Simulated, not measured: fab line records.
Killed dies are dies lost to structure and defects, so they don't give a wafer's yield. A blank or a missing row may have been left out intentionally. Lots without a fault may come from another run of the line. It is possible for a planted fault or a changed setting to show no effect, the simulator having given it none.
Which tool did it? | flow gf180mcu | 12 lots with 36 wafers sampled at 6 steps, on a route of 602 steps

WHAT EACH GAUGE READ, for each wafer
GF_SALICIDE_RS_MEAS_04: measures by four-point-probe.
lot  | measured     | on            | SALICIDE_TIN_RS (ohm/sq)
L762 | day 15 02:27 | film_metro-02 | 16.5 15.8 16.5
L766 | day 16 20:49 | film_metro-04 | 16.8 16.7 16.6
L767 | day 16 21:07 | film_metro-02 | 15.9 15.8 16.0
L768 | day 17 16:11 | film_metro-02 | 16.2 16.2 16.6
L769 | day 17 17:29 | film_metro-03 | 16.4 16.1 16.6
L771 | day 18 12:21 | film_metro-04 | 16.2 16.6 16.1
L777 | day 20 19:38 | film_metro-04 | 17.5 17.4 16.8
L779 | day 21 11:13 | film_metro-02 | 16.1 16.1 16.1
L781 | day 22 05:19 | film_metro-02 | 16.8 16.6 16.8
L783 | day 22 15:46 | film_metro-04 | 16.6 16.4 16.5
L784 | day 22 22:31 | film_metro-04 | 16.4 16.4 16.1
L785 | day 23 07:59 | film_metro-02 | 16.9 17.3 17.0

GF_SALICIDE_THK_MEAS_05: measures by xrf.
lot  | measured     | on            | SALICIDE_TIN_THK (nm)
L762 | day 15 02:34 | film_metro-02 | 19.42 20.06 19.63
L766 | day 16 20:56 | film_metro-04 | 19.60 19.82 19.79
L767 | day 16 21:14 | film_metro-02 | 19.97 19.67 19.81
L768 | day 17 16:18 | film_metro-02 | 19.75 19.74 19.60
L769 | day 17 17:36 | film_metro-03 | 19.83 19.83 19.89
L771 | day 18 12:28 | film_metro-04 | 19.95 20.38 19.95
L777 | day 20 19:44 | film_metro-04 | 17.39 17.49 19.72
L779 | day 21 11:20 | film_metro-02 | 19.79 20.19 20.07
L781 | day 22 05:26 | film_metro-02 | 19.68 19.89 19.63
L783 | day 22 15:53 | film_metro-04 | 19.82 19.82 20.14
L784 | day 22 22:38 | film_metro-04 | 19.91 20.14 20.16
L785 | day 23 08:06 | film_metro-02 | 19.65 19.42 19.47

GF_V1_THK_MEAS_01.
lot  | measured     | on            | V1_CVD_00_THK (nm)
L762 | day 17 01:02 | film_metro-01 | 591 585 589
L766 | day 18 22:32 | film_metro-03 | 602 616 620
L767 | day 18 23:29 | film_metro-03 | 612 603 597
L768 | day 19 19:51 | film_metro-02 | 605 606 595
L769 | day 19 21:28 | film_metro-02 | 612 609 606
L771 | day 20 16:35 | film_metro-01 | 598 599 605
L777 | day 22 22:06 | film_metro-02 | 592 593 591
L779 | day 23 12:36 | film_metro-01 | 592 596 591
L781 | day 24 06:05 | film_metro-02 | 609 594 596
L783 | day 24 16:16 | film_metro-01 | 602 592 595
L784 | day 24 22:29 | film_metro-03 | 583 589 597
L785 | day 25 08:08 | film_metro-03 | 599 591 591

WHICH TOOL RAN EACH LOT (tool, then ch and the chambers of the sampled wafers, then the start)
lot  | GF_HV_LDD_STRIP_10                   | GF_PSD_RTA_13                    | GF_SALICIDE_SPUTTER_03
L762 | plasma_asher-02 ch 0,1, day 10 01:26 | rtp_anneal-01 ch 0, day 14 04:52 | pvd_sputter-04, day 15 02:26
L766 | plasma_asher-02 ch 0,1, day 11 10:14 | rtp_anneal-02 ch 0, day 15 21:40 | pvd_sputter-01, day 16 20:47
L767 | plasma_asher-03 ch 0,1, day 11 10:38 | rtp_anneal-01 ch 0, day 15 21:58 | pvd_sputter-04, day 16 21:05
L768 | plasma_asher-03 ch 0,1, day 12 02:26 | rtp_anneal-02 ch 0, day 16 16:38 | pvd_sputter-04, day 17 16:08
L769 | plasma_asher-02 ch 0,1, day 12 02:40 | rtp_anneal-01 ch 0, day 16 18:05 | pvd_sputter-01, day 17 17:27
L771 | plasma_asher-03 ch 0,1, day 12 21:23 | rtp_anneal-02 ch 0, day 17 12:44 | pvd_sputter-03, day 18 12:20
L777 | plasma_asher-02 ch 0,1, day 14 17:22 | rtp_anneal-01 ch 0, day 19 18:05 | pvd_sputter-03, day 20 19:34
L779 | plasma_asher-01 ch 0,1, day 15 06:41 | rtp_anneal-02 ch 0, day 20 10:40 | pvd_sputter-01, day 21 11:11
L781 | plasma_asher-03 ch 0,1, day 16 01:34 | rtp_anneal-02 ch 0, day 21 04:28 | pvd_sputter-04, day 22 05:17
L783 | plasma_asher-03 ch 0,1, day 16 12:13 | rtp_anneal-01 ch 0, day 21 15:31 | pvd_sputter-04, day 22 15:44
L784 | plasma_asher-02 ch 0,1, day 16 17:52 | rtp_anneal-02 ch 0, day 21 22:17 | pvd_sputter-04, day 22 22:29
L785 | plasma_asher-03 ch 0, day 17 04:46   | rtp_anneal-01 ch 0, day 22 08:20 | pvd_sputter-04, day 23 07:56
- GF_HV_LDD_STRIP_10: strips in O2/N2.
- GF_PSD_RTA_13: time 20 s.
- GF_SALICIDE_SPUTTER_03: material TiN, target thk 20 nm, time 16.7 s.

WHAT THE TOOLS THEMSELVES READ (means of the sampled wafers that have a number; where no wafer has one, the mark that the record gives instead)
GF_HV_LDD_STRIP_10.
lot  | tool            | drypump_motor_current_A (A) | heater_power_w (W) | o2_flow_sccm (sccm) | oes_product_au (a.u.) | strip_time_to_endpoint_s (s)
L762 | plasma_asher-02 | 5.71                        | 296                | 2996                | 0.716                 | 12.57
L766 | plasma_asher-02 | 5.93                        | 285                | 3002                | 0.715                 | 12.66
L767 | plasma_asher-03 | 5.99                        | 292                | 3000                | 0.711                 | 12.58
L768 | plasma_asher-03 | 5.99                        | 292                | 3001                | 0.716                 | 12.58
L769 | plasma_asher-02 | 5.90                        | 286                | 2994                | 0.713                 | 12.66
L771 | plasma_asher-03 | 5.97                        | 304                | 2993                | 0.713                 | 12.61
L777 | plasma_asher-02 | 5.93                        | 284                | 3003                | 0.720                 | 12.64
L779 | plasma_asher-01 | 5.81                        | 332                | 2997                | 0.716                 | 12.68
L781 | plasma_asher-03 | 5.99                        | 294                | 3004                | 0.713                 | 12.67
L783 | plasma_asher-03 | 5.99                        | 294                | 3003                | 0.719                 | 12.65
L784 | plasma_asher-02 | 5.92                        | 281                | 2992                | 0.714                 | 12.62
L785 | plasma_asher-03 | 5.95                        | 309                | 3002                | 0.713                 | 12.59

GF_PSD_RTA_13.
lot  | tool          | lamp_power_pct (%) | wafer_temp_C_max
L762 | rtp_anneal-01 | 36.4               | 1028.4
L766 | rtp_anneal-02 | 38.7               | 1031.2
L767 | rtp_anneal-01 | 36.4               | 1028.9
L768 | rtp_anneal-02 | 38.7               | 1030.4
L769 | rtp_anneal-01 | 36.5               | 1029.3
L771 | rtp_anneal-02 | 38.7               | 1029.3
L777 | rtp_anneal-01 | 36.4               | 1029.7
L779 | rtp_anneal-02 | 38.7               | 1029.9
L781 | rtp_anneal-02 | 38.7               | 1030.8
L783 | rtp_anneal-01 | 36.5               | 1030.3
L784 | rtp_anneal-02 | 38.7               | 1028.9
L785 | rtp_anneal-01 | 36.4               | 1028.4

GF_SALICIDE_SPUTTER_03.
lot  | tool           | cathode_dc_power_W (W) | throttle_valve_pct (%)
L762 | pvd_sputter-04 | 6499.7                 | 29.2
L766 | pvd_sputter-01 | 6499.6                 | 29.6
L767 | pvd_sputter-04 | 6499.9                 | 29.3
L768 | pvd_sputter-04 | 6499.4                 | 29.3
L769 | pvd_sputter-01 | 6498.9                 | 29.1
L771 | pvd_sputter-03 | 6499.8                 | 30.9
L777 | pvd_sputter-03 | 5995.0                 | 31.0
L779 | pvd_sputter-01 | 6500.5                 | 28.6
L781 | pvd_sputter-04 | 6499.8                 | 29.3
L783 | pvd_sputter-04 | 6498.9                 | 29.7
L784 | pvd_sputter-04 | 6498.6                 | 29.3
L785 | pvd_sputter-04 | 6499.6                 | 29.5

THE ANSWER, worked out from the rows above alone
Rule: the usual values come from the lots themselves. The widest of any qualifying gaps counts: lots, ordered by their means at a reading, are off when they make up no more than a third of the lots, leave a main group of 4 or more, and stand apart from it by 3 or more times the standard deviation of that group's means. Not used: any main group whose means are identical at the precision the tables above print for the reading. Also off: a lot with no number at a reading for which 4 or more lots have one. Any other lot the step has rows for is counted as sound. Order of review: gauges by route order, followed by the tools' own readings, for which a lot's mean as printed above is used. At the first step where some lot is off, the reading lying furthest off is the one used; lots without a number count as furthest.
Off: L777, seen at GF_SALICIDE_THK_MEAS_05 (SALICIDE_TIN_THK). Main group: mean 19.83 nm, sd 0.17.
If a tool, at a process step before that reading, ran all the lots that are off and no sound lot after the first of them, it fits. Not tried: the gauges at GF_SALICIDE_THK_MEAS_05; whatever is off there is also off at GF_SALICIDE_SPUTTER_03, on other tools, and gauge error can't account for it. One candidate fits, namely pvd_sputter-03 at GF_SALICIDE_SPUTTER_03. Its last sound lot is L771 (day 18 12:20), its first lot that is off L777 (day 20 19:34): a fault that began between those two fits.
The tool's own readings at GF_SALICIDE_SPUTTER_03 bear it out: on the lots that are off they differ by more than 5 times the standard deviation of the sound lots' means. cathode_dc_power_W reads 5995.0 W there against 6499.5 W on the sound lots.

WHAT HAD BEEN PUT IN BY THE SIMULATOR
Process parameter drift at GF_SALICIDE_SPUTTER_03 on pvd_sputter-03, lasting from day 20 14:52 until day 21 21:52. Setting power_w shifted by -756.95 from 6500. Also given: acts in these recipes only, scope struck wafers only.
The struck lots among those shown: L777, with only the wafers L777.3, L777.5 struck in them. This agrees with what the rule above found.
